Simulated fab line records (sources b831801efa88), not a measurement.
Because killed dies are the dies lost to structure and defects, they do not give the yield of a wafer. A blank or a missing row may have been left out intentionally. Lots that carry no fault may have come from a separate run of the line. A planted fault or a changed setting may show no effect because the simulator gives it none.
fab line records + flow gf180mcu
record
- lots=14
- wafers=42
- last-day=34
route steps=602 shown M2@365 V2@384
lots untouched by any fault: they come from a run of this same line in which no faults occurred
start-h: hours from the record's first day to the start of the lot's first wafer shown + wait-h: hours from the lot's prior step to this one + " the same as in the row above + L1.1+2: a single row standing in for several wafers + - value missing, or start not given + * or withheld: withheld + < > ~ a bound
route shown NAME@n: NAME is a module with steps in the file, n the number in the route of the first one + usual: the fault-free wafers' mean and standard deviation + same: alike in all rows + chamber/n: place in a boat + sites: the reading at each site + _std_site: their standard deviation + _edge_site: mean of outer sites minus mean of inner sites + radius-mm: for every site, how far away it sits from the centre of the wafer + mask NAME#n: copy n + behind: tool/chamber where the wafer was last shaped + hold: why the lot went on hold/how many hours it stayed there/how the hold came to an end + device: names the non-switching transistor (n, p or np) + end of line: the tests these same wafers got at the end of their route + a step given without rows: its recipe and nothing more + killed: dies that structure and defects cost at the first sort, which is not the same as the wafer's yield + map: a wafer's dies, x killed, . not, _ none there
set.NAME: setting as actually run; set.NAME@STEP: the setting as run at that earlier step + model.NAME: the simulator's own value behind a step, which no gauge read
steps of the route over a sample of lots; a table a step, a row a wafer
services: a tool's chamber out of use, with start hour (start-h, from the record's first day; less than 0 if before it), hours out, and reason
## steps
# step GF_M2_SPUTTER_03
# recipe
- material=Ti
- target-thk-nm=10
- substrate-temp-c=300
- chamber-pressure-pa=0.3
- power-w=3000
- time-s=6.7
# usual
- throttle-valve-pct=29.8/1.2
| lot.wafer | tool           | chamber | start-h | wait-h | throttle-valve-pct |
|-----------|----------------|---------|---------|--------|--------------------|
| L916.1    | pvd-sputter-01 | -       | 409.12  | 0.0    | 29.7               |
| L916.3    | "              | -       | "       | "      | 30.6               |
| L916.6    | "              | -       | "       | "      | 29.4               |
| L917.2    | pvd-sputter-02 | -       | 415.98  | 0.0    | 27.4               |
| L917.3    | "              | -       | "       | "      | 29.8               |
| L917.4    | "              | -       | "       | "      | 31.7               |
| L918.1    | pvd-sputter-04 | -       | 424.41  | 0.0    | 28.7               |
| L918.3    | "              | -       | "       | "      | 31.5               |
| L918.5    | "              | -       | "       | "      | 31.3               |
| L919.1    | pvd-sputter-04 | -       | 439.98  | 0.0    | 31.6               |
| L919.4    | "              | -       | "       | "      | 30.0               |
| L919.5    | "              | -       | "       | "      | 29.9               |
| L920.3    | pvd-sputter-02 | -       | 447.54  | 0.0    | 29.7               |
| L920.4    | "              | -       | "       | "      | 31.7               |
| L920.5    | "              | -       | "       | "      | 29.5               |
| L921.1    | pvd-sputter-01 | -       | 455.16  | 0.0    | 29.6               |
| L921.2    | "              | -       | "       | "      | 29.7               |
| L921.4    | "              | -       | "       | "      | 30.7               |
| L926.1    | pvd-sputter-01 | -       | 508.02  | 0.0    | 29.9               |
| L926.3    | "              | -       | "       | "      | 29.9               |
| L926.4    | "              | -       | "       | "      | 30.5               |
| L929.1    | pvd-sputter-04 | -       | 535.51  | 0.0    | 28.2               |
| L929.2    | "              | -       | "       | "      | 31.5               |
| L929.3    | "              | -       | "       | "      | 29.8               |
| L930.3    | pvd-sputter-04 | -       | 541.16  | 0.0    | 29.7               |
| L930.4    | "              | -       | "       | "      | 28.0               |
| L930.5    | "              | -       | "       | "      | 31.7               |
| L933.1    | pvd-sputter-01 | -       | 562.14  | 0.0    | 29.8               |
| L933.3    | "              | -       | "       | "      | 30.4               |
| L933.6    | "              | -       | "       | "      | 30.0               |
| L936.3    | pvd-sputter-02 | -       | 582.27  | 0.0    | 29.8               |
| L936.4    | "              | -       | "       | "      | 29.5               |
| L936.5    | "              | -       | "       | "      | 29.7               |
| L937.1    | pvd-sputter-01 | -       | 590.30  | 0.0    | 29.7               |
| L937.4    | "              | -       | "       | "      | 30.0               |
| L937.5    | "              | -       | "       | "      | 29.8               |
| L938.2    | pvd-sputter-04 | -       | 598.37  | 0.0    | 31.4               |
| L938.3    | "              | -       | "       | "      | 28.3               |
| L938.6    | "              | -       | "       | "      | 28.0               |
| L939.1    | pvd-sputter-04 | -       | 605.29  | 0.0    | 28.3               |
| L939.5    | "              | -       | "       | "      | 30.1               |
| L939.6    | "              | -       | "       | "      | 29.4               |
# step GF_V2_CVD_02
# recipe
- material=SiO2
- target-thk-nm=850
- precursor=TEOS
- temp-c=400
- time-s=94.851
- rf-w=600
# usual
- heater-power-w=652/100
| lot.wafer | tool     | chamber | start-h | wait-h | heater-power-w |
|-----------|----------|---------|---------|--------|----------------|
| L916.1    | pecvd-02 | 0       | 432.84  | 0.1    | 868            |
| L916.3    | "        | 1       | "       | "      | 722            |
| L916.6    | "        | 1       | "       | "      | 596            |
| L917.2    | pecvd-03 | 0       | 439.70  | 0.0    | 684            |
| L917.3    | "        | 2       | "       | "      | 855            |
| L917.4    | "        | 1       | "       | "      | 697            |
| L918.1    | pecvd-04 | 1       | 448.78  | 0.1    | 632            |
| L918.3    | "        | 2       | "       | "      | 600            |
| L918.5    | "        | 2       | "       | "      | 619            |
| L919.1    | pecvd-03 | 2       | 464.31  | 0.1    | 804            |
| L919.4    | "        | 0       | "       | "      | 675            |
| L919.5    | "        | 1       | "       | "      | 661            |
| L920.3    | pecvd-02 | 0       | 471.90  | 0.0    | 895            |
| L920.4    | "        | 1       | "       | "      | 676            |
| L920.5    | "        | 0       | "       | "      | 702            |
| L921.1    | pecvd-03 | 1       | 479.50  | 0.1    | 702            |
| L921.2    | "        | 2       | "       | "      | 720            |
| L921.4    | "        | 1       | "       | "      | 593            |
| L926.1    | pecvd-04 | 1       | 532.44  | 0.1    | 667            |
| L926.3    | "        | 0       | "       | "      | 574            |
| L926.4    | "        | 2       | "       | "      | 538            |
| L929.1    | pecvd-04 | 0       | 558.83  | 0.1    | 585            |
| L929.2    | "        | 2       | "       | "      | 614            |
| L929.3    | "        | 1       | "       | "      | 710            |
| L930.3    | pecvd-03 | 2       | 565.04  | 0.0    | 739            |
| L930.4    | "        | 1       | "       | "      | 575            |
| L930.5    | "        | 2       | "       | "      | 800            |
| L933.1    | pecvd-04 | 1       | 584.66  | 0.1    | 705            |
| L933.3    | "        | 0       | "       | "      | 498            |
| L933.6    | "        | 1       | "       | "      | 577            |
| L936.3    | pecvd-04 | 1       | 604.24  | 0.0    | 710            |
| L936.4    | "        | 2       | "       | "      | 603            |
| L936.5    | "        | 1       | "       | "      | 576            |
| L937.1    | pecvd-04 | 0       | 612.45  | 0.1    | 627            |
| L937.4    | "        | 0       | "       | "      | 511            |
| L937.5    | "        | 2       | "       | "      | 529            |
| L938.2    | pecvd-02 | 2       | 619.59  | 0.0    | 459            |
| L938.3    | "        | 1       | "       | "      | 737            |
| L938.6    | "        | 2       | "       | "      | 511            |
| L939.1    | pecvd-02 | 1       | 626.89  | 0.1    | 747            |
| L939.5    | "        | 0       | "       | "      | 716            |
| L939.6    | "        | 2       | "       | "      | 549            |
# step GF_V2_PEB_12
# recipe
- peb-temp-c=135
- peb-time-s=90
- resist=KrF
# usual
- heater-power-total-W=85.70/0.084
- resist-line-temp-C=23.00/0.1
| lot.wafer | tool           | chamber | start-h | wait-h | heater-power-total-W | resist-line-temp-C |
|-----------|----------------|---------|---------|--------|----------------------|--------------------|
| L916.1    | litho-track-01 | 0       | 456.04  | -      | 85.72                | 23.00              |
| L916.3    | "              | 0       | "       | "      | 85.65                | 23.04              |
| L916.6    | "              | 0       | "       | "      | 85.59                | 22.96              |
| L917.2    | litho-track-02 | 0       | 463.38  | -      | 85.79                | 22.91              |
| L917.3    | "              | 0       | "       | "      | 85.81                | 23.02              |
| L917.4    | "              | 0       | "       | "      | 85.79                | 23.00              |
| L918.1    | litho-track-04 | 0       | 472.20  | -      | 85.51                | 23.01              |
| L918.3    | "              | 0       | "       | "      | 85.75                | 22.90              |
| L918.5    | "              | 0       | "       | "      | 85.72                | 22.98              |
| L919.1    | litho-track-02 | 0       | 488.10  | -      | 85.63                | 22.91              |
| L919.4    | "              | 0       | "       | "      | 85.86                | 23.03              |
| L919.5    | "              | 0       | "       | "      | 85.83                | 23.16              |
| L920.3    | litho-track-02 | 0       | 496.47  | -      | 85.77                | 22.96              |
| L920.4    | "              | 0       | "       | "      | 85.64                | 22.99              |
| L920.5    | "              | 0       | "       | "      | 85.63                | 22.85              |
| L921.1    | litho-track-01 | 0       | 503.39  | -      | 85.66                | 23.14              |
| L921.2    | "              | 0       | "       | "      | 85.76                | 22.93              |
| L921.4    | "              | 0       | "       | "      | 85.67                | 22.93              |
| L926.1    | litho-track-04 | 0       | 555.50  | -      | 85.74                | 22.89              |
| L926.3    | "              | 0       | "       | "      | 85.65                | 22.88              |
| L926.4    | "              | 0       | "       | "      | 85.75                | 22.95              |
| L929.1    | litho-track-01 | 0       | 580.89  | -      | 86.68                | 23.15              |
| L929.2    | "              | 0       | "       | "      | 86.75                | 23.04              |
| L929.3    | "              | 0       | "       | "      | 86.75                | 23.22              |
| L930.3    | litho-track-01 | 0       | 585.96  | -      | 86.73                | 22.92              |
| L930.4    | "              | 0       | "       | "      | 86.71                | 22.97              |
| L930.5    | "              | 0       | "       | "      | 86.63                | 22.98              |
| L933.1    | litho-track-04 | 0       | 606.20  | -      | 85.68                | 22.92              |
| L933.3    | "              | 0       | "       | "      | 85.74                | 22.87              |
| L933.6    | "              | 0       | "       | "      | 85.75                | 23.00              |
| L936.3    | litho-track-02 | 0       | 624.81  | -      | 85.78                | 23.09              |
| L936.4    | "              | 0       | "       | "      | 85.79                | 23.15              |
| L936.5    | "              | 0       | "       | "      | 85.77                | 23.14              |
| L937.1    | litho-track-04 | 0       | 633.45  | -      | 85.67                | 22.96              |
| L937.4    | "              | 0       | "       | "      | 85.81                | 23.20              |
| L937.5    | "              | 0       | "       | "      | 85.85                | 23.12              |
| L938.2    | litho-track-04 | 0       | 639.83  | -      | 85.65                | 22.97              |
| L938.3    | "              | 0       | "       | "      | 85.68                | 22.97              |
| L938.6    | "              | 0       | "       | "      | 85.74                | 23.01              |
| L939.1    | litho-track-02 | 0       | 646.55  | -      | 85.49                | 23.06              |
| L939.5    | "              | 0       | "       | "      | 85.73                | 23.15              |
| L939.6    | "              | 0       | "       | "      | 85.57                | 23.03              |
# step GF_V2_CD_MEAS_14
# recipe
- target-cd-nm=260
# usual
- cd-nm=259.9/1.2
| lot.wafer | tool      | chamber | start-h | wait-h | cd-nm |
|-----------|-----------|---------|---------|--------|-------|
| L916.1    | cd-sem-02 | -       | 456.39  | 0.1    | 262.5 |
| L916.3    | "         | -       | "       | "      | 260.1 |
| L916.6    | "         | -       | "       | "      | 260.6 |
| L917.2    | cd-sem-02 | -       | 463.72  | 0.1    | 259.6 |
| L917.3    | "         | -       | "       | "      | 259.4 |
| L917.4    | "         | -       | "       | "      | 259.9 |
| L918.1    | cd-sem-02 | -       | 472.55  | 0.1    | 261.3 |
| L918.3    | "         | -       | "       | "      | 260.9 |
| L918.5    | "         | -       | "       | "      | 261.1 |
| L919.1    | cd-sem-01 | -       | 488.45  | 0.1    | 259.2 |
| L919.4    | "         | -       | "       | "      | 259.0 |
| L919.5    | "         | -       | "       | "      | 260.0 |
| L920.3    | cd-sem-01 | -       | 496.79  | 0.1    | 261.9 |
| L920.4    | "         | -       | "       | "      | 262.1 |
| L920.5    | "         | -       | "       | "      | 262.0 |
| L921.1    | cd-sem-01 | -       | 503.74  | 0.1    | 259.8 |
| L921.2    | "         | -       | "       | "      | 258.4 |
| L921.4    | "         | -       | "       | "      | 259.7 |
| L926.1    | cd-sem-02 | -       | 555.85  | 0.1    | 260.4 |
| L926.3    | "         | -       | "       | "      | 258.4 |
| L926.4    | "         | -       | "       | "      | 259.1 |
| L929.1    | cd-sem-02 | -       | 581.24  | 0.1    | 259.7 |
| L929.2    | "         | -       | "       | "      | 259.3 |
| L929.3    | "         | -       | "       | "      | 259.3 |
| L930.3    | cd-sem-01 | -       | 586.28  | 0.1    | 258.5 |
| L930.4    | "         | -       | "       | "      | 258.8 |
| L930.5    | "         | -       | "       | "      | 258.9 |
| L933.1    | cd-sem-01 | -       | 606.55  | 0.1    | 258.1 |
| L933.3    | "         | -       | "       | "      | 257.5 |
| L933.6    | "         | -       | "       | "      | 257.3 |
| L936.3    | cd-sem-01 | -       | 625.14  | 0.1    | 261.1 |
| L936.4    | "         | -       | "       | "      | 259.9 |
| L936.5    | "         | -       | "       | "      | 260.2 |
| L937.1    | cd-sem-01 | -       | 633.80  | 0.1    | 260.5 |
| L937.4    | "         | -       | "       | "      | 259.9 |
| L937.5    | "         | -       | "       | "      | 262.0 |
| L938.2    | cd-sem-02 | -       | 640.17  | 0.1    | 261.2 |
| L938.3    | "         | -       | "       | "      | 262.0 |
| L938.6    | "         | -       | "       | "      | 261.3 |
| L939.1    | cd-sem-01 | -       | 646.90  | 0.1    | 258.1 |
| L939.5    | "         | -       | "       | "      | 258.7 |
| L939.6    | "         | -       | "       | "      | 257.9 |
## services
| tool           | chamber | start-h | hours | kind       |
|----------------|---------|---------|-------|------------|
| pecvd-02       | -       | 435.89  | 1.1   | repair     |
| pecvd-04       | -       | 458.79  | 4.3   | pm         |
| pecvd-03       | 0       | 523.25  | 3.6   | repair     |
| pecvd-04       | -       | 538.44  | 1.7   | repair     |
| pvd-sputter-02 | -       | 548.79  | 4.1   | repair     |
| pvd-sputter-02 | -       | 572.94  | 3.3   | repair     |
| pecvd-04       | 2       | 575.96  | 26.8  | repair     |
| pecvd-04       | -       | 577.69  | 5.5   | pm         |
| pvd-sputter-04 | -       | 580.08  | 1.3   | repair     |
| pecvd-03       | -       | 591.12  | 14.0  | pm         |
| pecvd-03       | 0       | 591.12  | 14.0  | vent-cycle |
| pecvd-03       | 1       | 591.12  | 14.0  | vent-cycle |
| pecvd-03       | 2       | 591.12  | 14.0  | vent-cycle |
| pvd-sputter-02 | -       | 601.36  | 2.6   | repair     |
| pecvd-03       | 0       | 605.12  | -     | clean      |
| pecvd-03       | 1       | 605.12  | -     | clean      |
| pecvd-03       | 2       | 605.12  | -     | clean      |
| pecvd-04       | -       | 608.96  | 2.8   | pm         |
| pecvd-03       | -       | 610.57  | 6.0   | pm         |
| pvd-sputter-04 | -       | 613.60  | 3.0   | repair     |
## key
first-sign
- step=GF_V2_PEB_12
- reading=heater-power-total-W
- direction=up
- sigmas=12
- usual=85.70
- struck=86.71
effect none on later readings
met-at GF_V2_PEB_12
struck-lots L929,L930
not-acting-at GF_M2_SPUTTER_03,GF_V2_CVD_02,GF_V2_CD_MEAS_14
onset-between 503.39 580.89
fault
- kind=process-parameter-drift
- tool=litho-track-01
- chamber=-
- onset-h=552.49
- steps=GF_V2_PEB_12
- channel=peb-time-s
- offset=*
- shape=step
- end-h=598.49
- acts-in=*
- stated=*
